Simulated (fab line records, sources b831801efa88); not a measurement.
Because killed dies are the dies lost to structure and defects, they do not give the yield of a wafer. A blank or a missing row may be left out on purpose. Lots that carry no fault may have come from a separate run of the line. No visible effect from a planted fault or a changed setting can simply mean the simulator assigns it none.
fab line records	flow sky130	part 1 of 2: steps 1 to 25 of 35
record lots=5	wafers=15	last_day=50
route steps=708 shown LDD_P@258 LDD_HVN@267 LDD_HVP@278 LDD_LDN@289
lots with no fault: from the same line, run without faults
start_h: hours from the record's first day to the start of the lot's first wafer shown	wait_h: hours elapsed since this lot's preceding step	" identical to the entry in the row above	L1.1+2: several wafers, shown together as one row	- no value, or no start was given	* or withheld: withheld	< > ~ a bound
route shown NAME@n: a module of which the file shows steps, and the number in the route of the first	usual: average and standard deviation across the fault-free wafers	same: alike in all rows	chamber/n: place in a boat	sites: each site's reading	_std_site: standard deviation of those values	_edge_site: outer sites' mean less inner sites'	radius_mm: how far each site lies from the wafer's centre	mask NAME#n: copy n	behind: the last tool/chamber to shape the wafer	hold: cause of the lot's hold/its duration in hours/its outcome	device: the transistor (n, p or np) that didn't switch	end of line: the same wafers' tests at the end of the route	step lacking rows: just its recipe	killed: at the first sort, the dies lost to defects and structure; wafer yield is something else	map: a wafer's dies, x killed, . not, _ none there
set.NAME: the setting the step ran with; set.NAME@STEP: the setting that earlier step ran with	model.NAME: the simulator's own value behind a step, which no gauge read
lots at some steps of the route; a table a step, a row a wafer
services: when a tool's chamber went out of use (start_h, in hours from the record's first day, below 0 if earlier), for how many hours, and the reason
## steps
# step SKY_LDD_P_SOFTBAKE_03
# recipe temp_c=90	time_s=60	resist=NOVOLAK
# usual chill_plate_temp_C=23.00/0.094
lot.wafer	tool	chamber	start_h	wait_h	chill_plate_temp_C
L077.1	litho_track-03	0	447.48	0.1	23.19
L077.4	"	0	"	"	23.15
L077.6	"	0	"	"	23.17
L083.1	litho_track-02	0	501.94	0.1	23.12
L083.3	"	0	"	"	22.99
L083.5	"	0	"	"	23.06
L087.1	litho_track-01	0	539.40	0.1	23.03
L087.2	"	0	"	"	22.94
L087.3	"	0	"	"	23.11
L093.1	litho_track-03	0	586.58	0.1	22.93
L093.2	"	0	"	"	23.04
L093.5	"	0	"	"	22.94
L095.2	litho_track-02	0	608.86	0.1	23.11
L095.3	"	0	"	"	23.22
L095.5	"	0	"	"	23.02
# step SKY_LDD_P_EXPOSE_04
# recipe mask_id=PSDM	na=0.6	source_shape=conventional	sigma_outer=0.6	polarization=unpolarized	target_cd_nm=380	dose_mj=138
# usual exposure_dose_mJ_cm2=137.94/0.15
lot.wafer	tool	chamber	start_h	wait_h	mask	exposure_dose_mJ_cm2
L077.1	iline_stepper-02	0	-	-	PSDM#0	137.66
L077.4	"	0	"	"	PSDM#0	137.56
L077.6	"	0	"	"	PSDM#0	137.67
L083.1	iline_stepper-02	0	-	-	PSDM#0	137.90
L083.3	"	0	"	"	PSDM#0	137.90
L083.5	"	0	"	"	PSDM#0	137.95
L087.1	iline_stepper-01	0	-	-	PSDM#0	137.99
L087.2	"	0	"	"	PSDM#0	138.14
L087.3	"	0	"	"	PSDM#0	138.13
L093.1	iline_stepper-01	0	-	-	PSDM#0	138.09
L093.2	"	0	"	"	PSDM#0	138.05
L093.5	"	0	"	"	PSDM#0	138.09
L095.2	iline_stepper-02	0	-	-	PSDM#0	137.90
L095.3	"	0	"	"	PSDM#0	137.75
L095.5	"	0	"	"	PSDM#0	137.87
# step SKY_LDD_P_PEB_05
# recipe temp_c=withheld	time_s=*	resist=NOVOLAK
# usual chill_plate_temp_C=*
lot.wafer	tool	chamber	start_h	wait_h	chill_plate_temp_C
L077.1	litho_track-01	0	-	-	*
L077.4	"	0	"	"	*
L077.6	"	0	"	"	*
L083.1	litho_track-03	0	-	-	*
L083.3	"	0	"	"	*
L083.5	"	0	"	"	*
L087.1	litho_track-01	0	-	-	*
L087.2	"	0	"	"	*
L087.3	"	0	"	"	*
L093.1	litho_track-03	0	-	-	*
L093.2	"	0	"	"	*
L093.5	"	0	"	"	*
L095.2	litho_track-01	0	-	-	*
L095.3	"	0	"	"	*
L095.5	"	0	"	"	*
# step SKY_LDD_P_DEVELOP_06
# recipe resist=NOVOLAK	developer=TMAH	develop_time_s=60	dev_temp_c=23
# usual chill_plate_temp_C=23.01/0.1
lot.wafer	tool	chamber	start_h	wait_h	chill_plate_temp_C
L077.1	litho_track-01	0	462.70	0.1	23.10
L077.4	"	0	"	"	23.20
L077.6	"	0	"	"	23.12
L083.1	litho_track-03	0	517.53	0.1	23.07
L083.3	"	0	"	"	23.09
L083.5	"	0	"	"	23.06
L087.1	litho_track-01	0	554.85	0.1	23.03
L087.2	"	0	"	"	23.04
L087.3	"	0	"	"	23.14
L093.1	litho_track-03	0	600.78	0.1	23.05
L093.2	"	0	"	"	23.03
L093.5	"	0	"	"	23.08
L095.2	litho_track-01	0	622.83	0.1	22.85
L095.3	"	0	"	"	22.89
L095.5	"	0	"	"	22.95
# step SKY_LDD_P_CD_MEAS_07
# recipe target_cd_nm=380
# usual cd_nm=379.6/2.4
lot.wafer	tool	chamber	start_h	wait_h	cd_nm
L077.1	cd_sem-02	-	462.85	0.1	386.8
L077.4	"	-	"	"	385.6
L077.6	"	-	"	"	383.7
L083.1	cd_sem-01	-	517.68	0.1	382.3
L083.3	"	-	"	"	383.4
L083.5	"	-	"	"	381.7
L087.1	cd_sem-01	-	555.00	0.1	378.1
L087.2	"	-	"	"	377.9
L087.3	"	-	"	"	376.4
L093.1	cd_sem-01	-	600.93	0.1	381.1
L093.2	"	-	"	"	379.5
L093.5	"	-	"	"	382.1
L095.2	cd_sem-01	-	622.98	0.1	378.1
L095.3	"	-	"	"	379.9
L095.5	"	-	"	"	377.1
# step SKY_LDD_P_OVL_MEAS_08
# usual LDD_P_OVL=0.4/1.3
lot.wafer	tool	chamber	start_h	wait_h	LDD_P_OVL[nm]
L077.1	overlay-02	-	462.97	0.1	-2.3
L077.4	"	-	"	"	-2.6
L077.6	"	-	"	"	-1.1
L083.1	overlay-01	-	517.80	0.1	2.0
L083.3	"	-	"	"	0.9
L083.5	"	-	"	"	1.0
L087.1	overlay-01	-	555.12	0.1	0.1
L087.2	"	-	"	"	0.2
L087.3	"	-	"	"	-3.0
L093.1	overlay-01	-	601.05	0.1	0.9
L093.2	"	-	"	"	-0.1
L093.5	"	-	"	"	2.5
L095.2	overlay-01	-	623.08	0.1	2.3
L095.3	"	-	"	"	2.7
L095.5	"	-	"	"	0.5
# step SKY_LDD_P_IMPLANT_09
# recipe species=BF2	energy_kev=25	dose_cm2=1e+13	tilt_deg=withheld
lot.wafer	tool	chamber	start_h	wait_h
L077.1+4+6	implanter-01	0	463.01	0.0
L083.1+3+5	implanter-03	0	517.83	0.0
L087.1+2+3	implanter-04	0	555.16	0.0
L093.1+2+5	implanter-01	0	601.08	0.0
L095.2+3+5	implanter-04	0	623.14	0.0
# step SKY_LDD_P_STRIP_10
# recipe chemistry=O2/N2	power_w=1400	pressure_mtorr=1500	platen_temp_c=withheld	o2_flow_sccm=3000	n2_flow_sccm=300	overash_fraction=0.5
# usual drypump_motor_current_A=5.99/0.28	oes_product_au=0.715/0.0049	strip_time_to_endpoint_s=14.20/0.041
lot.wafer	tool	chamber	start_h	wait_h	drypump_motor_current_A	oes_product_au	rf_hours_counter_h	strip_time_to_endpoint_s
L077.1	plasma_asher-02	1	463.16	0.1	6.32	0.714	67	14.16
L077.4	"	0	"	"	6.09	0.722	-	14.15
L077.6	"	1	"	"	6.32	0.713	-	14.17
L083.1	plasma_asher-03	0	517.98	0.1	5.70	0.716	38	14.17
L083.3	"	1	"	"	6.17	0.722	-	14.22
L083.5	"	1	"	"	6.18	0.725	-	14.18
L087.1	plasma_asher-01	0	555.31	0.1	5.82	0.715	87	14.24
L087.2	"	1	"	"	5.52	0.703	87	14.26
L087.3	"	1	"	"	5.49	0.717	-	14.24
L093.1	plasma_asher-03	1	601.23	0.1	6.20	0.722	45	14.25
L093.2	"	0	"	"	5.69	0.726	45	14.29
L093.5	"	0	"	"	5.69	0.714	-	14.26
L095.2	plasma_asher-03	1	623.26	0.1	6.18	0.713	47	14.20
L095.3	"	0	"	"	5.73	0.719	-	14.16
L095.5	"	0	"	"	5.71	0.717	-	14.19
# step SKY_LDD_P_TW_MEAS_11
# usual LDD_P_TW=636/5.8
lot.wafer	tool	chamber	start_h	wait_h	LDD_P_TW
L077.1	film_metro-03	-	463.26	0.1	628
L077.4	"	-	"	"	626
L077.6	"	-	"	"	630
L083.1	film_metro-03	-	518.08	0.1	631
L083.3	"	-	"	"	631
L083.5	"	-	"	"	631
L087.1	film_metro-04	-	555.41	0.1	645
L087.2	"	-	"	"	645
L087.3	"	-	"	"	641
L093.1	film_metro-01	-	601.33	0.1	635
L093.2	"	-	"	"	638
L093.5	"	-	"	"	634
L095.2	film_metro-03	-	623.37	0.1	633
L095.3	"	-	"	"	629
L095.5	"	-	"	"	629
# step SKY_LDD_HVN_DEHYDRATE_00
# recipe temp_c=200	time_s=60
# usual chill_plate_temp_C=23.01/0.1
lot.wafer	tool	chamber	start_h	wait_h	chill_plate_temp_C
L077.1	litho_track-03	0	477.63	14.4	22.85
L077.4	"	0	"	"	22.98
L077.6	"	0	"	"	22.97
L083.1	litho_track-02	0	532.09	14.0	23.01
L083.3	"	0	"	"	23.06
L083.5	"	0	"	"	23.05
L087.1	litho_track-03	0	569.03	13.6	22.96
L087.2	"	0	"	"	22.93
L087.3	"	0	"	"	23.10
L093.1	litho_track-04	0	615.59	14.2	23.17
L093.2	"	0	"	"	22.81
L093.5	"	0	"	"	22.97
L095.2	litho_track-02	0	636.66	13.3	22.92
L095.3	"	0	"	"	23.02
L095.5	"	0	"	"	22.82
# step SKY_LDD_HVN_HMDS_01
# recipe prime_time_s=60	prime_temp_c=120
# usual chill_plate_temp_C=23.02/0.12	prime_temp_c=119.97/0.13
lot.wafer	tool	chamber	start_h	wait_h	chill_plate_temp_C	prime_temp_c
L077.1	litho_track-03	0	477.78	0.1	23.15	120.08
L077.4	"	0	"	"	23.16	120.09
L077.6	"	0	"	"	23.07	119.96
L083.1	litho_track-02	0	532.24	0.1	22.92	120.06
L083.3	"	0	"	"	22.97	119.93
L083.5	"	0	"	"	22.94	119.88
L087.1	litho_track-03	0	569.18	0.1	23.12	119.87
L087.2	"	0	"	"	22.83	119.98
L087.3	"	0	"	"	22.87	119.90
L093.1	litho_track-04	0	615.74	0.1	23.11	120.08
L093.2	"	0	"	"	23.18	120.01
L093.5	"	0	"	"	23.05	119.93
L095.2	litho_track-02	0	636.81	0.1	23.06	120.05
L095.3	"	0	"	"	23.11	119.97
L095.5	"	0	"	"	22.98	120.04
# step SKY_LDD_HVN_COAT_02
# recipe resist=NOVOLAK	spin_rpm=3000	resist_thk_nm=300
# usual chill_plate_temp_C=22.99/0.11
lot.wafer	tool	chamber	start_h	wait_h	chill_plate_temp_C
L077.1	litho_track-03	0	477.93	0.1	22.96
L077.4	"	0	"	"	22.98
L077.6	"	0	"	"	22.97
L083.1	litho_track-02	0	532.39	0.1	22.90
L083.3	"	0	"	"	22.86
L083.5	"	0	"	"	22.80
L087.1	litho_track-03	0	569.33	0.1	23.13
L087.2	"	0	"	"	22.96
L087.3	"	0	"	"	22.78
L093.1	litho_track-04	0	615.89	0.1	22.93
L093.2	"	0	"	"	23.08
L093.5	"	0	"	"	22.93
L095.2	litho_track-02	0	636.96	0.1	22.90
L095.3	"	0	"	"	23.05
L095.5	"	0	"	"	23.16
# step SKY_LDD_HVN_SOFTBAKE_03
# recipe temp_c=90	time_s=60	resist=NOVOLAK
# usual chill_plate_temp_C=23.00/0.1
lot.wafer	tool	chamber	start_h	wait_h	chill_plate_temp_C
L077.1	litho_track-03	0	478.08	0.1	23.02
L077.4	"	0	"	"	23.13
L077.6	"	0	"	"	23.14
L083.1	litho_track-02	0	532.54	0.1	23.04
L083.3	"	0	"	"	22.93
L083.5	"	0	"	"	22.97
L087.1	litho_track-03	0	569.48	0.1	23.21
L087.2	"	0	"	"	23.14
L087.3	"	0	"	"	23.14
L093.1	litho_track-04	0	616.04	0.1	23.18
L093.2	"	0	"	"	23.02
L093.5	"	0	"	"	23.00
L095.2	litho_track-02	0	637.11	0.1	22.97
L095.3	"	0	"	"	22.94
L095.5	"	0	"	"	23.07
# step SKY_LDD_HVN_EXPOSE_04
# recipe mask_id=HVNTM	na=0.6	source_shape=conventional	sigma_outer=0.6	polarization=unpolarized	target_cd_nm=700	dose_mj=127
# usual exposure_dose_mJ_cm2=126.99/0.13
lot.wafer	tool	chamber	start_h	wait_h	mask	exposure_dose_mJ_cm2
L077.1	iline_stepper-01	0	-	-	HVNTM#0	126.95
L077.4	"	0	"	"	HVNTM#0	126.87
L077.6	"	0	"	"	HVNTM#0	126.94
L083.1	iline_stepper-01	0	-	-	HVNTM#0	126.88
L083.3	"	0	"	"	HVNTM#0	127.07
L083.5	"	0	"	"	HVNTM#0	126.85
L087.1	iline_stepper-02	0	-	-	HVNTM#0	126.98
L087.2	"	0	"	"	HVNTM#0	127.00
L087.3	"	0	"	"	HVNTM#0	126.99
L093.1	iline_stepper-02	0	-	-	HVNTM#0	127.01
L093.2	"	0	"	"	HVNTM#0	126.91
L093.5	"	0	"	"	HVNTM#0	126.96
L095.2	iline_stepper-01	0	-	-	HVNTM#0	127.14
L095.3	"	0	"	"	HVNTM#0	127.04
L095.5	"	0	"	"	HVNTM#0	127.19
# step SKY_LDD_HVN_PEB_05
# recipe temp_c=withheld	time_s=*	resist=NOVOLAK
# usual chill_plate_temp_C=*
lot.wafer	tool	chamber	start_h	wait_h	chill_plate_temp_C
L077.1	litho_track-03	0	-	-	*
L077.4	"	0	"	"	*
L077.6	"	0	"	"	*
L083.1	litho_track-04	0	-	-	*
L083.3	"	0	"	"	*
L083.5	"	0	"	"	*
L087.1	litho_track-04	0	-	-	*
L087.2	"	0	"	"	*
L087.3	"	0	"	"	*
L093.1	litho_track-04	0	-	-	*
L093.2	"	0	"	"	*
L093.5	"	0	"	"	*
L095.2	litho_track-03	0	-	-	*
L095.3	"	0	"	"	*
L095.5	"	0	"	"	*
# step SKY_LDD_HVN_DEVELOP_06
# recipe resist=NOVOLAK	developer=TMAH	develop_time_s=60	dev_temp_c=23
# usual chill_plate_temp_C=23.01/0.12
lot.wafer	tool	chamber	start_h	wait_h	chill_plate_temp_C
L077.1	litho_track-03	0	493.28	0.1	23.12
L077.4	"	0	"	"	23.08
L077.6	"	0	"	"	23.06
L083.1	litho_track-04	0	547.64	0.1	23.18
L083.3	"	0	"	"	23.09
L083.5	"	0	"	"	23.00
L087.1	litho_track-04	0	584.79	0.1	22.94
L087.2	"	0	"	"	22.90
L087.3	"	0	"	"	23.14
L093.1	litho_track-04	0	629.94	0.1	23.01
L093.2	"	0	"	"	23.04
L093.5	"	0	"	"	23.19
L095.2	litho_track-03	0	651.45	0.1	23.07
L095.3	"	0	"	"	23.02
L095.5	"	0	"	"	22.99
# step SKY_LDD_HVN_OVL_MEAS_07
# usual LDD_HVN_OVL=0.2/1.3
lot.wafer	tool	chamber	start_h	wait_h	LDD_HVN_OVL[nm]
L077.1	overlay-02	-	493.43	0.1	-0.9
L077.4	"	-	"	"	0.9
L077.6	"	-	"	"	0.3
L083.1	overlay-02	-	547.79	0.1	0.5
L083.3	"	-	"	"	2.5
L083.5	"	-	"	"	0.8
L087.1	overlay-02	-	584.94	0.1	-1.3
L087.2	"	-	"	"	-2.1
L087.3	"	-	"	"	-2.9
L093.1	overlay-02	-	630.09	0.1	-0.3
L093.2	"	-	"	"	1.3
L093.5	"	-	"	"	1.3
L095.2	overlay-01	-	651.58	0.1	1.4
L095.3	"	-	"	"	0.4
L095.5	"	-	"	"	-0.6
# step SKY_LDD_HVN_IMPLANT_08
# recipe species=P	energy_kev=60	dose_cm2=3e+13	tilt_deg=40
lot.wafer	tool	chamber	start_h	wait_h
L077.1+4+6	implanter-01	0	493.47	0.0
L083.1+3+5	implanter-03	0	547.83	0.0
L087.1+2+3	implanter-01	0	584.98	0.0
L093.1+2+5	implanter-02	0	630.13	0.0
L095.2+3+5	implanter-01	0	651.64	0.0
# step SKY_LDD_HVN_STRIP_09
# recipe chemistry=O2/N2	power_w=1400	pressure_mtorr=1500	platen_temp_c=withheld	o2_flow_sccm=3000	n2_flow_sccm=300	overash_fraction=0.5
# usual drypump_motor_current_A=5.97/0.26	oes_product_au=0.409/0.005	strip_time_to_endpoint_s=4.135/0.013
lot.wafer	tool	chamber	start_h	wait_h	drypump_motor_current_A	oes_product_au	rf_hours_counter_h	strip_time_to_endpoint_s
L077.1	plasma_asher-03	1	493.62	0.1	6.19	0.411	35	4.135
L077.4	"	0	"	"	5.72	0.402	-	4.121
L077.6	"	1	"	"	6.19	0.405	-	4.151
L083.1	plasma_asher-04	1	547.98	0.1	6.07	0.407	12	4.142
L083.3	"	0	"	"	6.23	0.408	-	4.143
L083.5	"	0	"	"	6.25	0.410	-	4.141
L087.1	plasma_asher-04	1	585.13	0.1	6.09	0.414	15	4.121
L087.2	"	0	"	"	6.26	0.418	15	4.125
L087.3	"	0	"	"	6.26	0.407	-	4.114
L093.1	plasma_asher-01	0	630.28	0.1	5.84	0.398	95	4.141
L093.2	"	1	"	"	5.49	0.402	95	4.134
L093.5	"	0	"	"	5.83	0.411	-	4.117
L095.2	plasma_asher-03	0	651.76	0.1	5.72	0.416	50	4.135
L095.3	"	1	"	"	6.18	0.404	-	4.139
L095.5	"	0	"	"	5.73	0.419	-	4.148
# step SKY_LDD_HVN_TW_MEAS_10
# usual LDD_HVN_TW=1429/10
lot.wafer	tool	chamber	start_h	wait_h	LDD_HVN_TW
L077.1	film_metro-03	-	493.72	0.1	1442
L077.4	"	-	"	"	1431
L077.6	"	-	"	"	1430
L083.1	film_metro-01	-	548.08	0.1	1443
L083.3	"	-	"	"	1438
L083.5	"	-	"	"	1432
L087.1	film_metro-02	-	585.23	0.1	1416
L087.2	"	-	"	"	1415
L087.3	"	-	"	"	1414
L093.1	film_metro-01	-	630.38	0.1	1434
L093.2	"	-	"	"	1436
L093.5	"	-	"	"	1425
L095.2	film_metro-01	-	651.87	0.1	1434
L095.3	"	-	"	"	1438
L095.5	"	-	"	"	1439
# step SKY_LDD_HVP_DEHYDRATE_00
# recipe temp_c=200	time_s=60
# usual chill_plate_temp_C=23.00/0.11
lot.wafer	tool	chamber	start_h	wait_h	chill_plate_temp_C
L077.1	litho_track-02	0	508.29	14.6	22.93
L077.4	"	0	"	"	23.01
L077.6	"	0	"	"	22.89
L083.1	litho_track-01	0	562.35	14.3	22.87
L083.3	"	0	"	"	22.89
L083.5	"	0	"	"	22.77
L087.1	litho_track-02	0	598.69	13.5	22.90
L087.2	"	0	"	"	22.98
L087.3	"	0	"	"	23.08
L093.1	litho_track-04	0	644.19	13.8	23.23
L093.2	"	0	"	"	23.13
L093.5	"	0	"	"	23.11
L095.2	litho_track-01	0	665.08	13.2	23.16
L095.3	"	0	"	"	22.84
L095.5	"	0	"	"	23.01
# step SKY_LDD_HVP_HMDS_01
# recipe prime_time_s=60	prime_temp_c=120
# usual chill_plate_temp_C=23.00/0.11	prime_temp_c=119.99/0.13
lot.wafer	tool	chamber	start_h	wait_h	chill_plate_temp_C	prime_temp_c
L077.1	litho_track-02	0	508.44	0.1	23.02	120.02
L077.4	"	0	"	"	22.94	120.21
L077.6	"	0	"	"	23.06	119.92
L083.1	litho_track-01	0	562.50	0.1	22.89	120.03
L083.3	"	0	"	"	23.32	120.18
L083.5	"	0	"	"	23.07	120.03
L087.1	litho_track-02	0	598.84	0.1	22.98	119.77
L087.2	"	0	"	"	22.92	120.14
L087.3	"	0	"	"	22.84	119.89
L093.1	litho_track-04	0	644.34	0.1	23.02	120.12
L093.2	"	0	"	"	23.12	120.06
L093.5	"	0	"	"	23.06	120.01
L095.2	litho_track-01	0	665.23	0.1	22.98	119.98
L095.3	"	0	"	"	23.00	119.99
L095.5	"	0	"	"	22.91	120.01
# step SKY_LDD_HVP_COAT_02
# recipe resist=NOVOLAK	spin_rpm=3000	resist_thk_nm=300
# usual chill_plate_temp_C=22.97/0.1
lot.wafer	tool	chamber	start_h	wait_h	chill_plate_temp_C
L077.1	litho_track-02	0	508.59	0.1	23.02
L077.4	"	0	"	"	23.03
L077.6	"	0	"	"	23.10
L083.1	litho_track-01	0	562.65	0.1	22.73
L083.3	"	0	"	"	22.74
L083.5	"	0	"	"	22.90
L087.1	litho_track-02	0	598.99	0.1	22.92
L087.2	"	0	"	"	22.96
L087.3	"	0	"	"	22.98
L093.1	litho_track-04	0	644.49	0.1	22.88
L093.2	"	0	"	"	22.82
L093.5	"	0	"	"	23.11
L095.2	litho_track-01	0	665.38	0.1	22.92
L095.3	"	0	"	"	22.88
L095.5	"	0	"	"	22.88
# step SKY_LDD_HVP_SOFTBAKE_03
# recipe temp_c=90	time_s=60	resist=NOVOLAK
# usual chill_plate_temp_C=23.03/0.12
lot.wafer	tool	chamber	start_h	wait_h	chill_plate_temp_C
L077.1	litho_track-02	0	508.74	0.1	23.06
L077.4	"	0	"	"	22.81
L077.6	"	0	"	"	23.06
L083.1	litho_track-01	0	562.80	0.1	23.16
L083.3	"	0	"	"	23.33
L083.5	"	0	"	"	23.12
L087.1	litho_track-02	0	599.14	0.1	22.88
L087.2	"	0	"	"	22.80
L087.3	"	0	"	"	22.80
L093.1	litho_track-04	0	644.64	0.1	23.08
L093.2	"	0	"	"	22.91
L093.5	"	0	"	"	22.93
L095.2	litho_track-01	0	665.53	0.1	22.98
L095.3	"	0	"	"	22.94
L095.5	"	0	"	"	22.96
# step SKY_LDD_HVP_EXPOSE_04
# recipe mask_id=HVPTM	na=0.6	source_shape=conventional	sigma_outer=0.6	polarization=unpolarized	target_cd_nm=700	dose_mj=86
# usual exposure_dose_mJ_cm2=86.01/0.095
lot.wafer	tool	chamber	start_h	wait_h	mask	exposure_dose_mJ_cm2
L077.1	iline_stepper-02	0	-	-	HVPTM#0	86.12
L077.4	"	0	"	"	HVPTM#0	86.11
L077.6	"	0	"	"	HVPTM#0	86.16
L083.1	iline_stepper-02	0	-	-	HVPTM#0	86.04
L083.3	"	0	"	"	HVPTM#0	85.93
L083.5	"	0	"	"	HVPTM#0	86.04
L087.1	iline_stepper-02	0	-	-	HVPTM#0	86.05
L087.2	"	0	"	"	HVPTM#0	86.03
L087.3	"	0	"	"	HVPTM#0	85.95
L093.1	iline_stepper-02	0	-	-	HVPTM#0	86.01
L093.2	"	0	"	"	HVPTM#0	85.99
L093.5	"	0	"	"	HVPTM#0	86.11
L095.2	iline_stepper-01	0	-	-	HVPTM#0	86.01
L095.3	"	0	"	"	HVPTM#0	86.09
L095.5	"	0	"	"	HVPTM#0	85.96
